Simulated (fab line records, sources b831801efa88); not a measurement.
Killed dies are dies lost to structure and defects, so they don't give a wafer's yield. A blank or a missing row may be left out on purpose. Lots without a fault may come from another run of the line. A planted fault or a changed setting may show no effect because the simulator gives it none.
fab line records | flow gf180mcu | part 1 of 2: steps 1 to 42 of 43
record lots=6 wafers=18 last_day=34
route steps=602 shown VT_IMPLANT@131 MVSD@136 NWELL@137 LVPWELL@138 MVPSD@139 DUAL_GATE@141 POLY_GATE@157 PASSIVATION@602
lots that met no fault: from a run of the same line without faults
start_h: hours from the record's first day to the start of the lot's first wafer shown | wait_h: hours since the lot's step before | " the same as in the row above | L1.1+2: a row that stands for several wafers | - no value, or no start given | * or withheld: withheld | < > ~ a bound
route shown NAME@n: a module of which the file shows steps, and the number in the route of the first | usual: mean/standard deviation of fault-free wafers | same: alike in all rows | chamber/n: place in a boat | sites: the reading at each site | _std_site: their standard deviation | _edge_site: outer sites' mean less inner sites' | radius_mm: how far each site lies from the wafer's centre | mask NAME#n: copy n | behind: the tool/chamber that last shaped the wafer | hold: why the lot was held/for how many hours/how that ended | device: the transistor (n, p or np) that didn't switch | end of line: the same wafers' tests at the end of the route | a step without rows: its recipe alone | killed: dies lost to structure and defects at the first sort, not the wafer's yield | map: a wafer's dies, x killed, . not, _ none there
set.NAME: the setting as run; set.NAME@STEP: as run at that earlier step | model.NAME: the simulator's own value behind a step, which no gauge read
lots at some steps of the route; a table a step, a row a wafer
services: from which hour (start_h, from the record's first day; less than 0 if before it) a tool's chamber was out of use, for how many hours, and why
## steps
# step GF_VT_IMPLANT_IMPLANT_41
# recipe species=As energy_kev=69.44 dose_cm2=1.013e+12 tilt_deg=7
# step GF_VT_IMPLANT_STRIP_42
# recipe chemistry=O2/N2 power_w=1400 pressure_mtorr=1500 platen_temp_c=250 o2_flow_sccm=3000 n2_flow_sccm=300 overash_fraction=0.5
# usual drypump_motor_current_A=5.6/0.38 heater_power_w=336/29 oes_product_au=0.716/0.0044 strip_time_to_endpoint_s=12.61/0.033
# columns lot.wafer tool chamber start_h wait_h drypump_motor_current_A heater_power_w oes_product_au rf_hours_counter_h strip_time_to_endpoint_s
L146.1 plasma_asher-01 0 153.74 0.1 5.6 310 0.717 38 12.62
L146.5 " 1 " " 4.9 341 0.714 - 12.65
L146.6 " 0 " " 5.6 311 0.718 - 12.64
L147.1 plasma_asher-04 1 163.29 0.1 6.2 286 0.712 51 12.58
L147.2 " 0 " " 5.6 345 0.720 51 12.62
L147.4 " 0 " " 5.6 345 0.715 - 12.58
L159.1 plasma_asher-01 0 241.66 0.1 5.6 306 0.723 48 12.59
L159.2 " 1 " " 5.0 348 0.716 48 12.61
L159.6 " 0 " " 5.6 312 0.718 - 12.62
L163.4 plasma_asher-04 1 267.93 0.1 6.2 287 0.718 - 12.64
L163.5 " 0 " " 5.6 352 0.722 - 12.62
L163.6 " 1 " " 6.2 284 0.712 - 12.64
L166.3 plasma_asher-02 1 296.29 0.1 5.5 377 0.714 - 12.59
L166.4 " 0 " " 5.8 355 0.714 - 12.61
L166.5 " 1 " " 5.5 370 0.726 - 12.63
L167.4 plasma_asher-02 0 312.54 0.1 5.8 361 0.730 - 12.56
L167.5 " 0 " " 5.8 362 0.702 - 12.58
L167.6 " 1 " " 5.5 369 0.721 - 12.60
# step GF_VT_IMPLANT_TW_MEAS_43
# usual VT_IMPLANT_4_TW=692/4.9
# columns lot.wafer tool chamber start_h wait_h VT_IMPLANT_4_TW
L146.1 film_metro-01 - 153.84 0.1 690
L146.5 " - " " 688
L146.6 " - " " 690
L147.1 film_metro-01 - 163.39 0.1 684
L147.2 " - " " 688
L147.4 " - " " 690
L159.1 film_metro-04 - 241.76 0.1 694
L159.2 " - " " 691
L159.6 " - " " 696
L163.4 film_metro-03 - 268.02 0.1 698
L163.5 " - " " 697
L163.6 " - " " 699
L166.3 film_metro-03 - 296.37 0.1 697
L166.4 " - " " 696
L166.5 " - " " 696
L167.4 film_metro-01 - 312.64 0.1 685
L167.5 " - " " 686
L167.6 " - " " 687
# step GF_VT_IMPLANT_CLEAN_44
# recipe chemistry=SC1/SC2 mix=1:4:20 temp_c=70 time_s=150 dry=n2_spin
# step GF_VT_IMPLANT_RTA_45
# recipe temp_c=1050 time_s=30 ambient=N2
# step GF_VT_IMPLANT_RS_MEAS_46
# recipe thk_meas_gauge=four-point-probe
# usual MVSD_RS=457.2/1.2
# columns lot.wafer tool chamber start_h wait_h MVSD_RS[ohm/sq]
L146.1 film_metro-03 - 154.08 0.1 457.1
L146.5 " - " " 457.1
L146.6 " - " " 457.2
L147.1 film_metro-02 - 163.60 0.1 458.1
L147.2 " - " " 458.1
L147.4 " - " " 456.5
L159.1 film_metro-04 - 241.97 0.1 458.1
L159.2 " - " " 457.4
L159.6 " - " " 459.5
L163.4 film_metro-04 - 268.26 0.1 457.8
L163.5 " - " " 457.4
L163.6 " - " " 457.2
L166.3 film_metro-02 - 296.61 0.1 456.8
L166.4 " - " " 456.0
L166.5 " - " " 456.7
L167.4 film_metro-03 - 312.88 0.1 455.3
L167.5 " - " " 455.1
L167.6 " - " " 455.7
# step GF_VT_IMPLANT_RS_MEAS_47
# recipe thk_meas_gauge=four-point-probe
# usual NWELL_RS=488.0/1.3
# columns lot.wafer tool chamber start_h wait_h NWELL_RS[ohm/sq]
L146.1 film_metro-03 - 154.20 0.1 485.7
L146.5 " - " " 487.9
L146.6 " - " " 484.7
L147.1 film_metro-02 - 163.72 0.1 490.2
L147.2 " - " " 488.9
L147.4 " - " " 488.9
L159.1 film_metro-04 - 242.09 0.1 487.2
L159.2 " - " " 487.6
L159.6 " - " " 487.2
L163.4 film_metro-04 - 268.38 0.1 488.6
L163.5 " - " " 487.3
L163.6 " - " " 488.9
L166.3 film_metro-02 - 296.73 0.1 489.0
L166.4 " - " " 490.3
L166.5 " - " " 489.6
L167.4 film_metro-03 - 313.00 0.1 487.9
L167.5 " - " " 488.6
L167.6 " - " " 487.9
# step GF_VT_IMPLANT_RS_MEAS_48
# recipe thk_meas_gauge=four-point-probe
# usual LVPWELL_RS=1197/3.3
# columns lot.wafer tool chamber start_h wait_h LVPWELL_RS[ohm/sq]
L146.1 film_metro-03 - 154.32 0.1 1197
L146.5 " - " " 1198
L146.6 " - " " 1197
L147.1 film_metro-02 - 163.84 0.1 1193
L147.2 " - " " 1193
L147.4 " - " " 1193
L159.1 film_metro-04 - 242.21 0.1 1201
L159.2 " - " " 1201
L159.6 " - " " 1199
L163.4 film_metro-04 - 268.50 0.1 1200
L163.5 " - " " 1198
L163.6 " - " " 1198
L166.3 film_metro-02 - 296.85 0.1 1201
L166.4 " - " " 1203
L166.5 " - " " 1201
L167.4 film_metro-03 - 313.12 0.1 1200
L167.5 " - " " 1198
L167.6 " - " " 1198
# step GF_VT_IMPLANT_RS_MEAS_49
# recipe thk_meas_gauge=four-point-probe
# usual MVPSD_RS=1169/3.5
# columns lot.wafer tool chamber start_h wait_h MVPSD_RS[ohm/sq]
L146.1 film_metro-03 - 154.44 0.1 1171
L146.5 " - " " 1168
L146.6 " - " " 1173
L147.1 film_metro-02 - 163.96 0.1 1171
L147.2 " - " " 1175
L147.4 " - " " 1168
L159.1 film_metro-04 - 242.33 0.1 1168
L159.2 " - " " 1169
L159.6 " - " " 1171
L163.4 film_metro-04 - 268.62 0.1 1169
L163.5 " - " " 1169
L163.6 " - " " 1171
L166.3 film_metro-02 - 296.97 0.1 1175
L166.4 " - " " 1173
L166.5 " - " " 1178
L167.4 film_metro-03 - 313.24 0.1 1166
L167.5 " - " " 1165
L167.6 " - " " 1167
# step GF_VT_IMPLANT_WET_ETCH_50
# recipe chemistry=dHF target_depth_nm=20 target=SiO2 temp_c=25 dilution=100:1 time_s=400
# step GF_DUAL_GATE_CLEAN_00
# recipe chemistry=SC1/SC2 mix=1:4:20 temp_c=70 time_s=150
# step GF_DUAL_GATE_CLEAN_01
# recipe chemistry=dHF time_s=20 dilution=100:1 dry=ipa_marangoni
# step GF_DUAL_GATE_OXIDATION_02
# recipe temp_c=900 ambient=O2 stabilise_s=600 purge_s=300 target_thk_a=108.87 ox_time_s=1602
# usual zone_power_bottom_pct=33.0/1
# columns lot.wafer tool chamber start_h wait_h zone_power_bottom_pct
L146.1 furnace-01 0 160.94 6.2 33.6
L146.5 " 0 " " 33.6
L146.6 " 0 " " 33.7
L147.1 furnace-02 0 167.76 3.5 31.2
L147.2 " 0 " " 31.9
L147.4 " 0 " " 31.8
L159.1 furnace-01 0 245.09 2.5 33.7
L159.2 " 0 " " 34.1
L159.6 " 0 " " 33.8
L163.4 furnace-01 0 268.99 0.0 33.9
L163.5 " 0 " " 33.7
L163.6 " 0 " " 34.5
L166.3 furnace-02 0 297.24 0.0 31.8
L166.4 " 0 " " 31.7
L166.5 " 0 " " 31.9
L167.4 furnace-02 0 314.91 1.4 32.1
L167.5 " 0 " " 31.8
L167.6 " 0 " " 31.6
# step GF_DUAL_GATE_THK_MEAS_03
# recipe reads=SiO2_of_DUAL_GATE_OXIDATION_02
# usual DUAL_GATE_OXIDATION_00_THK=10.71/0.23
# columns lot.wafer tool chamber start_h wait_h DUAL_GATE_OXIDATION_00_THK[nm]
L146.1 film_metro-01 - 162.39 0.0 10.92
L146.5 " - " " 10.88
L146.6 " - " " 10.95
L147.1 film_metro-02 - 169.20 0.0 11.27
L147.2 " - " " 11.22
L147.4 " - " " 11.12
L159.1 film_metro-01 - 246.54 0.0 10.60
L159.2 " - " " 10.35
L159.6 " - " " 10.67
L163.4 film_metro-03 - 270.46 0.0 10.87
L163.5 " - " " 10.76
L163.6 " - " " 10.77
L166.3 film_metro-01 - 298.70 0.0 11.00
L166.4 " - " " 10.87
L166.5 " - " " 10.92
L167.4 film_metro-02 - 316.39 0.0 10.75
L167.5 " - " " 10.66
L167.6 " - " " 10.74
# step GF_DUAL_GATE_DEHYDRATE_04
# recipe temp_c=200 time_s=60
# step GF_DUAL_GATE_HMDS_05
# recipe prime_time_s=60 prime_temp_c=120
# step GF_DUAL_GATE_COAT_06
# recipe resist=NOVOLAK spin_rpm=3000 resist_thk_nm=1000
# step GF_DUAL_GATE_SOFTBAKE_07
# recipe temp_c=90 time_s=60 resist=NOVOLAK
# step GF_DUAL_GATE_EXPOSE_08
# recipe mask_id=Dualgate target_cd_nm=700 na=0.6 source_shape=conventional sigma_outer=0.6 dose_mj=140
# step GF_DUAL_GATE_PEB_09
# recipe temp_c=withheld time_s=* resist=NOVOLAK
# step GF_DUAL_GATE_DEVELOP_10
# recipe develop_time_s=60 dev_temp_c=23
# step GF_DUAL_GATE_OVL_MEAS_11
# usual DUAL_GATE_OVL=0.6/1.4
# columns lot.wafer tool chamber start_h wait_h DUAL_GATE_OVL[nm]
L146.1 overlay-01 - 177.42 0.1 1.0
L146.5 " - " " 1.0
L146.6 " - " " -0.1
L147.1 overlay-02 - 185.70 0.1 0.5
L147.2 " - " " -0.1
L147.4 " - " " 0.7
L159.1 overlay-01 - 265.10 0.1 1.3
L159.2 " - " " 2.1
L159.6 " - " " 1.2
L163.4 overlay-02 - 289.72 0.1 -0.7
L163.5 " - " " 0.9
L163.6 " - " " 0.1
L166.3 overlay-02 - 318.61 0.1 1.6
L166.4 " - " " 1.1
L166.5 " - " " 2.1
L167.4 overlay-01 - 337.29 0.1 2.6
L167.5 " - " " 3.8
L167.6 " - " " 2.1
# step GF_DUAL_GATE_WET_ETCH_12
# recipe chemistry=dHF target_depth_nm=13 dry=n2_spin target=SiO2 temp_c=25 dilution=100:1 time_s=260
# step GF_DUAL_GATE_STRIP_13
# recipe chemistry=O2/N2 power_w=1400 pressure_mtorr=1500 platen_temp_c=250 o2_flow_sccm=3000 n2_flow_sccm=300 overash_fraction=0.5
# usual drypump_motor_current_A=5.7/0.37 heater_power_w=344/26 oes_product_au=0.716/0.004 strip_time_to_endpoint_s=12.62/0.033
# columns lot.wafer tool chamber start_h wait_h drypump_motor_current_A heater_power_w oes_product_au rf_hours_counter_h strip_time_to_endpoint_s
L146.1 plasma_asher-03 0 177.54 0.0 5.1 321 0.715 6 12.61
L146.5 " 0 " " 5.0 328 0.721 - 12.59
L146.6 " 1 " " 6.1 335 0.712 - 12.60
L147.1 plasma_asher-04 0 185.82 0.0 5.6 344 0.710 53 12.59
L147.2 " 1 " " 6.2 289 0.721 53 12.65
L147.4 " 0 " " 5.6 352 0.713 - 12.59
L159.1 plasma_asher-02 1 265.22 0.0 5.5 377 0.713 60 12.53
L159.2 " 0 " " 5.8 358 0.721 60 12.55
L159.6 " 0 " " 5.8 348 0.719 - 12.53
L163.4 plasma_asher-02 0 289.87 0.0 5.8 364 0.720 - 12.60
L163.5 " 1 " " 5.5 380 0.721 - 12.63
L163.6 " 0 " " 5.8 357 0.717 - 12.63
L166.3 plasma_asher-03 1 318.76 0.0 6.1 337 0.713 - 12.60
L166.4 " 0 " " 5.1 331 0.712 - 12.61
L166.5 " 1 " " 6.2 345 0.720 - 12.59
L167.4 plasma_asher-02 1 337.42 0.0 5.5 381 0.714 - 12.65
L167.5 " 0 " " 5.8 353 0.712 - 12.63
L167.6 " 1 " " 5.5 377 0.718 - 12.64
# step GF_DUAL_GATE_CLEAN_14
# recipe chemistry=SC1/SC2 mix=1:4:20 temp_c=70 time_s=150 dry=n2_spin
# step GF_DUAL_GATE_OXIDATION_15
# recipe temp_c=850 ambient=O2 stabilise_s=600 purge_s=300 target_thk_a=70.98 ox_time_s=1995
# step GF_POLY_GATE_CVD_00
# recipe material=poly-Si target_thk_nm=200 temp_c=620 time_s=1200 pressure_mtorr=200
# step GF_POLY_GATE_THK_MEAS_01
# recipe reads=poly-Si_of_POLY_GATE_CVD_00
# usual POLY_GATE_CVD_00_THK=200.3/1.9
# columns lot.wafer tool chamber start_h wait_h POLY_GATE_CVD_00_THK[nm]
L146.1 film_metro-01 - 180.66 0.0 203.8
L146.5 " - " " 204.0
L146.6 " - " " 204.2
L147.1 film_metro-04 - 190.01 0.0 203.8
L147.2 " - " " 203.5
L147.4 " - " " 202.2
L159.1 film_metro-02 - 269.89 0.0 198.6
L159.2 " - " " 200.8
L159.6 " - " " 198.5
L163.4 film_metro-01 - 293.21 0.0 200.4
L163.5 " - " " 202.7
L163.6 " - " " 201.8
L166.3 film_metro-01 - 323.03 0.0 199.3
L166.4 " - " " 199.4
L166.5 " - " " 199.7
L167.4 film_metro-04 - 341.24 0.0 199.5
L167.5 " - " " 199.2
L167.6 " - " " 197.8
# step GF_POLY_GATE_DEHYDRATE_02
# recipe temp_c=200 time_s=60
# step GF_POLY_GATE_HMDS_03
# recipe prime_time_s=60 prime_temp_c=120
# step GF_POLY_GATE_COAT_04
# recipe resist=BARC temp_c=withheld time_s=withheld spin_rpm=withheld resist_thk_nm=withheld
# step GF_POLY_GATE_COAT_05
# recipe resist=KrF spin_rpm=withheld resist_thk_nm=691.2
# step GF_POLY_GATE_SOFTBAKE_06
# recipe temp_c=130 time_s=60 resist=KrF
# step GF_POLY_GATE_EXPOSE_07
# recipe mask_id=Poly2 target_cd_nm=280 na=0.68 source_shape=conventional sigma_outer=0.6 dose_mj=28
# step GF_POLY_GATE_PEB_08
# recipe peb_temp_c=135 peb_time_s=90 resist=KrF
# step GF_POLY_GATE_DEVELOP_09
# recipe develop_time_s=60 resist=KrF dev_temp_c=21
# step GF_POLY_GATE_CD_MEAS_10
# recipe target_cd_nm=280
# usual cd_nm=280.0/1.1
# columns lot.wafer tool chamber start_h wait_h cd_nm
L146.1 cd_sem-02 - 196.75 0.1 281.0
L146.5 " - " " 280.7
L146.6 " - " " 280.4
L147.1 cd_sem-01 - 206.92 0.1 280.8
L147.2 " - " " 280.8
L147.4 " - " " 279.2
L159.1 cd_sem-02 - 289.31 0.1 280.4
L159.2 " - " " 279.0
L159.6 " - " " 279.7
L163.4 cd_sem-01 - 313.76 0.1 279.8
L163.5 " - " " 279.5
L163.6 " - " " 279.3
L166.3 cd_sem-02 - 344.09 0.1 280.6
L166.4 " - " " 280.8
L166.5 " - " " 280.2
L167.4 cd_sem-01 - 362.91 0.1 280.2
L167.5 " - " " 278.8
L167.6 " - " " 280.1
# step GF_POLY_GATE_OVL_MEAS_11
# usual POLY_GATE_OVL=0/4.7
# columns lot.wafer tool chamber start_h wait_h POLY_GATE_OVL[nm]
L146.1 overlay-02 - 196.87 0.1 1
L146.5 " - " " 2
L146.6 " - " " 3
L147.1 overlay-02 - 207.04 0.1 2
L147.2 " - " " 5
L147.4 " - " " 5
L159.1 overlay-02 - 289.43 0.1 3
L159.2 " - " " 1
L159.6 " - " " 3
L163.4 overlay-01 - 313.84 0.1 -6
L163.5 " - " " -9
L163.6 " - " " -6
L166.3 overlay-02 - 344.18 0.1 -2
L166.4 " - " " -2
L166.5 " - " " 0
L167.4 overlay-01 - 362.99 0.1 -2
L167.5 " - " " 5
L167.6 " - " " 9
# step GF_POLY_GATE_ETCH_12
# recipe chemistry=N2/H2 target_depth_a=withheld overetch_a=withheld time_s=withheld target=BARC ion_energy_ev=200 source_w=500 bias_w=100 pressure_mtorr=30 n2_flow_sccm=100 h2_flow_sccm=200
# usual drypump_motor_current_A=5.7/0.55 oes_product_au=0.735/0.0045 throttle_valve_pct=13.214/0.011
# columns lot.wafer tool chamber start_h wait_h drypump_motor_current_A oes_product_au throttle_valve_pct
L146.1 rie_diel-01 3 196.91 0.0 6.5 0.736 13.220
L146.5 " 3 " " 6.5 0.734 13.239
L146.6 " 2 " " 6.3 0.732 13.206
L147.1 rie_diel-01 1 207.08 0.0 4.7 0.737 13.219
L147.2 " 0 " " 5.3 0.736 13.222
L147.4 " 3 " " 6.4 0.738 13.229
L159.1 rie_diel-02 3 289.46 0.0 5.9 0.741 13.223
L159.2 " 2 " " 6.5 0.742 13.197
L159.6 " 0 " " 5.5 0.740 13.201
L163.4 rie_diel-04 1 313.86 0.0 5.7 0.729 13.209
L163.5 " 2 " " 6.2 0.738 13.226
L163.6 " 1 " " 5.7 0.739 13.221
L166.3 rie_diel-04 2 344.21 0.0 6.2 0.747 13.207
L166.4 " 3 " " 5.4 0.735 13.225
L166.5 " 0 " " 5.8 0.733 13.215
L167.4 rie_diel-04 3 363.04 0.0 5.4 0.728 13.191
L167.5 " 1 " " 5.7 0.737 13.221
L167.6 " 0 " " 5.8 0.737 13.206
# step GF_POLY_GATE_ETCH_13
# recipe target=poly-Si target_depth_nm=198.5 stop_on=SiO2 over_etch_frac=0.403 chemistry=HBr/Cl2 icp_w=400 bias_w=100 pressure_mtorr=10 HBr_flow_sccm=150 Cl2_flow_sccm=50 time_s=69.6
# usual drypump_motor_current_A=5.6/0.34 oes_product_au=0.992/0.0065 throttle_valve_pct=33.685/0.0087
# columns lot.wafer tool chamber start_h wait_h drypump_motor_current_A oes_product_au rf_hours_counter_h throttle_valve_pct
L146.1 rie_si-02 2 196.96 - 6.0 0.986 0 33.689
L146.5 " 2 " " 6.0 0.994 - 33.693
L146.6 " 1 " " 5.9 0.997 - 33.684
L147.1 rie_si-01 1 207.13 - 5.5 0.996 18 33.680
L147.2 " 2 " " 5.6 0.993 18 33.701
L147.4 " 0 " " 5.9 1.004 47 33.678
L159.1 rie_si-01 2 289.51 - 5.6 0.990 19 33.698
L159.2 " 3 " " 5.0 0.989 2 33.701
L159.6 " 3 " " 5.1 0.990 - 33.673
L163.4 rie_si-01 0 313.91 - 5.9 0.991 48 33.688
L163.5 " 2 " " 5.6 1.004 - 33.689
L163.6 " 3 " " 5.0 0.991 - 33.688
L166.3 rie_si-02 1 344.26 - 5.9 1.000 6 33.680
L166.4 " 3 " " 5.6 0.993 21 33.692
L166.5 " 3 " " 5.6 0.989 - 33.681
L167.4 rie_si-01 1 363.06 - 5.5 0.994 19 33.689
L167.5 " 2 " " 5.6 0.991 - 33.700
L167.6 " 3 " " 5.1 0.992 - 33.665
# step GF_POLY_GATE_STRIP_14
# recipe chemistry=O2/N2 power_w=1400 pressure_mtorr=1500 platen_temp_c=250 o2_flow_sccm=3000 n2_flow_sccm=300 overash_fraction=0.5
# usual drypump_motor_current_A=5.6/0.42 heater_power_w=344/21 oes_product_au=0.501/0.0043
# columns lot.wafer tool chamber start_h wait_h drypump_motor_current_A heater_power_w oes_product_au rf_hours_counter_h
L146.1 plasma_asher-02 1 197.01 0.0 5.5 372 0.492 53
L146.5 " 1 " " 5.5 371 0.496 -
L146.6 " 0 " " 5.8 372 0.498 -
L147.1 plasma_asher-03 0 207.19 0.0 5.1 329 0.500 9
L147.2 " 1 " " 6.2 339 0.497 9
L147.4 " 1 " " 6.1 349 0.504 -
L159.1 plasma_asher-03 1 289.57 0.0 6.1 341 0.503 17
L159.2 " 0 " " 5.0 330 0.495 17
L159.6 " 0 " " 5.0 328 0.500 -
L163.4 plasma_asher-02 0 314.00 0.1 5.8 371 0.502 -
L163.5 " 1 " " 5.5 374 0.498 -
L163.6 " 0 " " 5.8 355 0.505 -
L166.3 plasma_asher-03 0 344.35 0.1 5.1 334 0.499 -
L166.4 " 1 " " 6.2 341 0.506 -
L166.5 " 0 " " 5.0 317 0.498 -
L167.4 plasma_asher-01 0 363.15 0.1 5.6 311 0.507 -
L167.5 " 0 " " 5.6 298 0.499 -
L167.6 " 1 " " 4.9 342 0.500 -
# step GF_POLY_GATE_CLEAN_15
# recipe chemistry=SC1/SC2 mix=1:4:20 temp_c=70 time_s=150 dry=n2_spin
